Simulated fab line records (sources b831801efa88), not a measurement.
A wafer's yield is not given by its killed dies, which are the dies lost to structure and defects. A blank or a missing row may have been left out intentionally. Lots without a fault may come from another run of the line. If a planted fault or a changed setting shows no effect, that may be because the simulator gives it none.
What tool caused it? | flow sky130 | 11 lots, 33 wafers sampled, at 7 steps of a route of 708

WHAT THE GAUGES SHOWED, per wafer
SKY_NWELL_RS_MEAS_29: a four-point-probe measurement. Usual: NWELL_RS gives 625.6 ohm/sq (standard deviation 2.4).
lot  | measured     | on            | NWELL_RS (ohm/sq) | flag
L660 | day 5 08:54  | film metro-01 | 628.4 629.3 629.7 |
L668 | day 7 09:42  | film metro-01 | 628.0 626.9 627.5 |
L669 | day 7 15:16  | film metro-03 | 625.8 625.4 624.7 |
L673 | day 8 16:26  | film metro-03 | 625.2 624.8 625.9 |
L674 | day 9 00:45  | film metro-02 | 622.4 623.6 624.0 |
L677 | day 9 17:15  | film metro-03 | 620.9 621.8 620.8 |
L678 | day 10 00:32 | film metro-03 | 623.2 625.2 623.9 |
L679 | day 10 05:04 | film metro-01 | 627.9 626.9 628.3 |
L681 | day 10 11:45 | film metro-02 | 627.8 629.7 627.0 |
L682 | day 10 19:21 | film metro-02 | 626.1 627.5 626.3 |
L683 | day 11 03:59 | film metro-03 | 624.4 624.8 621.9 |

SKY_VT_ADJUST_LVTN_OVL_MEAS_07. Usual: VT_ADJUST_LVTN_OVL gives 0.4 nm (standard deviation 1.3).
lot  | measured     | on         | VT_ADJUST_LVTN_OVL (nm) | flag
L660 | day 6 21:05  | overlay-01 | 2.1 1.4 1.7             |
L668 | day 9 03:55  | overlay-02 | -0.8 -0.5 0.7           |
L669 | day 9 09:59  | overlay-02 | -0.3 0.1 -1.6           |
L673 | day 10 12:02 | overlay-02 | -0.8 0.5 2.2            |
L674 | day 10 21:10 | overlay-02 | 0.1 0.1 -0.6            |
L677 | day 11 15:20 | overlay-01 | 1.1 -0.3 2.2            |
L678 | day 11 22:53 | overlay-01 | 0.5 -0.9 0.7            |
L679 | day 12 03:19 | overlay-02 | 1.2 0.3 0.9             |
L681 | day 12 10:05 | overlay-02 | 0.0 1.0 -0.7            |
L682 | day 12 18:59 | overlay-02 | 0.9 0.9 0.8             |
L683 | day 13 03:40 | overlay-02 | -1.6 -0.3 0.5           |

SKY_VT_ADJUST_LVTN_OVL_MEAS_18. Usual: VT_ADJUST_LVTN_01_OVL gives 0.1 nm (standard deviation 1.3).
lot  | measured     | on         | VT_ADJUST_LVTN_01_OVL (nm) | flag
L660 | day 7 17:29  | overlay-02 | 1.7 0.9 1.1                |
L668 | day 10 01:41 | overlay-01 | - - -                      | OFF
L669 | day 10 08:29 | overlay-01 | - - -                      | OFF
L673 | day 11 10:56 | overlay-02 | -1.3 -1.5 -0.3             |
L674 | day 11 20:34 | overlay-02 | 0.2 2.9 2.0                |
L677 | day 12 15:56 | overlay-01 | 0.2 -0.5 0.1               |
L678 | day 12 23:25 | overlay-02 | 0.1 1.0 -0.4               |
L679 | day 13 03:58 | overlay-02 | 0.4 1.4 -0.7               |
L681 | day 13 10:46 | overlay-02 | -3.3 -2.3 0.5              |
L682 | day 13 20:11 | overlay-01 | 0.4 -1.3 1.3               |
L683 | day 14 06:04 | overlay-01 | 1.5 0.4 0.7                |

SKY_VT_ADJUST_NCORE_TW_MEAS_11. Usual: VT_ADJUST_NCORE_TW gives 217.6 (standard deviation 1.3).
lot  | measured     | on            | VT_ADJUST_NCORE_TW | flag
L660 | day 8 14:15  | film metro-04 | 216.5 217.4 216.4  |
L668 | day 11 01:23 | film metro-04 | 249.3 249.0 247.9  | OFF
L669 | day 11 08:13 | film metro-02 | 247.6 247.6 246.1  | OFF
L673 | day 12 11:26 | film metro-04 | 217.6 217.9 217.8  |
L674 | day 12 21:54 | film metro-04 | 217.4 217.9 218.1  |
L677 | day 13 17:59 | film metro-04 | 216.9 217.5 216.1  |
L678 | day 14 01:32 | film metro-02 | 214.4 215.9 216.1  |
L679 | day 14 06:32 | film metro-03 | 217.7 219.6 219.5  |
L681 | day 14 13:27 | film metro-02 | 216.4 215.4 215.4  |
L682 | day 14 22:17 | film metro-04 | 218.1 216.7 217.7  |
L683 | day 15 08:15 | film metro-03 | 217.7 218.4 218.9  |

SKY_VT_ADJUST_HVTR_TW_MEAS_11. Usual: VT_ADJUST_HVTR_TW gives 210.6 (standard deviation 2).
lot  | measured     | on            | VT_ADJUST_HVTR_TW | flag
L660 | day 9 11:08  | film metro-01 | 214.2 215.1 213.4 |
L668 | day 12 00:54 | film metro-02 | 241.7 243.4 243.8 | OFF
L669 | day 12 07:53 | film metro-02 | 239.7 242.4 242.0 | OFF
L673 | day 13 12:14 | film metro-01 | 214.3 213.0 213.6 |
L674 | day 13 23:12 | film metro-01 | 213.9 214.7 212.8 |
L677 | day 14 19:59 | film metro-02 | 209.0 207.3 208.0 |
L678 | day 15 04:11 | film metro-03 | 208.1 209.4 210.4 |
L679 | day 15 08:28 | film metro-02 | 207.1 207.3 207.7 |
L681 | day 15 16:05 | film metro-03 | 209.6 208.7 209.8 |
L682 | day 16 01:01 | film metro-03 | 210.9 212.0 212.1 |
L683 | day 16 12:23 | film metro-03 | 211.5 211.6 211.1 |

EACH LOT AND THE TOOL THAT RAN IT (in order: tool; ch and the chambers of the sampled wafers; start)
lot  | SKY_VT_ADJUST_HVTP_STRIP_10          | SKY_VT_ADJUST_LVTN_COAT_13
L660 | plasma asher-02 ch 0,1, day 6 03:11  | litho track-02 ch 0, day 7 06:32
L668 | plasma asher-03 ch 0,1, day 8 06:52  | litho track-04, day 9 14:35
L669 | plasma asher-02 ch 0,1, day 8 12:25  | litho track-02, day 9 20:16
L673 | plasma asher-04 ch 0,1, day 9 14:17  | litho track-02 ch 0, day 10 23:04
L674 | plasma asher-02 ch 0,1, day 9 22:13  | litho track-03 ch 0, day 11 08:25
L677 | plasma asher-02 ch 0,1, day 10 16:58 | litho track-04 ch 0, day 12 03:13
L678 | plasma asher-02 ch 0,1, day 11 00:08 | litho track-03 ch 0, day 12 11:42
L679 | plasma asher-04 ch 0,1, day 11 04:11 | litho track-02 ch 0, day 12 15:52
L681 | plasma asher-02 ch 0, day 11 09:56   | litho track-03 ch 0, day 12 22:09
L682 | plasma asher-03 ch 0,1, day 11 18:32 | litho track-03 ch 0, day 13 07:26
L683 | plasma asher-04 ch 0,1, day 12 03:19 | litho track-03 ch 0, day 13 16:48
- SKY_VT_ADJUST_HVTP_STRIP_10: strips in O2/N2.
- SKY_VT_ADJUST_LVTN_COAT_13: resist thk 1140 nm.

AS READ BY THE TOOLS THEMSELVES (means over the sampled wafers that have a number; for cases with no such wafer, the mark the record gives instead)
SKY_VT_ADJUST_HVTP_STRIP_10. Usual: drypump motor current A 5.63 A, standard deviation 0.26; oes product au 0.716 a.u., standard deviation 0.0046; strip time to endpoint s 14.17 s, standard deviation 0.039.
lot  | tool            | drypump motor current A (A) | oes product au (a.u.) | strip time to endpoint s (s) | flag
L660 | plasma asher-02 | 5.58                        | 0.715                 | 14.17                        |
L668 | plasma asher-03 | 5.60                        | 0.719                 | 14.22                        |
L669 | plasma asher-02 | 5.60                        | 0.717                 | 14.20                        |
L673 | plasma asher-04 | 5.86                        | 0.720                 | 14.15                        |
L674 | plasma asher-02 | 5.60                        | 0.715                 | 14.15                        |
L677 | plasma asher-02 | 5.61                        | 0.717                 | 14.16                        |
L678 | plasma asher-02 | 5.59                        | 0.711                 | 14.14                        |
L679 | plasma asher-04 | 5.85                        | 0.715                 | 14.19                        |
L681 | plasma asher-02 | 5.77                        | 0.717                 | 14.13                        |
L682 | plasma asher-03 | 5.59                        | 0.717                 | 14.18                        |
L683 | plasma asher-04 | 5.84                        | 0.718                 | 14.22                        |

SKY_VT_ADJUST_LVTN_COAT_13. Usual: chill plate temp C 23.01 C, standard deviation 0.13; dispense pressure kPa 53 kPa, standard deviation 4.
lot  | tool           | chill plate temp C (C) | dispense pressure kPa (kPa) | flag
L660 | litho track-02 | 22.99                  | 59                          |
L668 | litho track-04 | -                      | -                           | OFF
L669 | litho track-02 | -                      | -                           | OFF
L673 | litho track-02 | 22.83                  | 59                          |
L674 | litho track-03 | 22.89                  | 49                          |
L677 | litho track-04 | 22.84                  | 53                          |
L678 | litho track-03 | 23.18                  | 49                          |
L679 | litho track-02 | 22.90                  | 59                          |
L681 | litho track-03 | 23.04                  | 49                          |
L682 | litho track-03 | 22.85                  | 49                          |
L683 | litho track-03 | 22.98                  | 49                          |

THE ANSWER, worked out from the rows above alone
Rule: lot off if the mean of its wafers having a number is beyond 3 standard deviations from the usual mean. Also off: a lot with no number at a reading for which 4 or more lots have one. Where the step has rows for the other lots, those lots are counted as sound. The gauges are gone through in route order, then the tools' own readings, and for those a lot's mean is taken as printed above. The first step at which some lot is off is used, and at that step the reading that is off furthest; a lot without a number counts as furthest.
Off: L668, L669, seen at SKY_VT_ADJUST_LVTN_OVL_MEAS_18 (VT_ADJUST_LVTN_01_OVL). Without a number there: L668, L669.
A tool fits if, at a process step before that reading, it ran every lot that is off, and no sound lot after the first of them. The gauges at SKY_VT_ADJUST_LVTN_OVL_MEAS_18 aren't tried: what is off there is off at SKY_VT_ADJUST_NCORE_TW_MEAS_11 too, on other tools, and a gauge's error can't cause that. Of those tried, none fits.

WHAT THE SIMULATOR HAD PUT IN
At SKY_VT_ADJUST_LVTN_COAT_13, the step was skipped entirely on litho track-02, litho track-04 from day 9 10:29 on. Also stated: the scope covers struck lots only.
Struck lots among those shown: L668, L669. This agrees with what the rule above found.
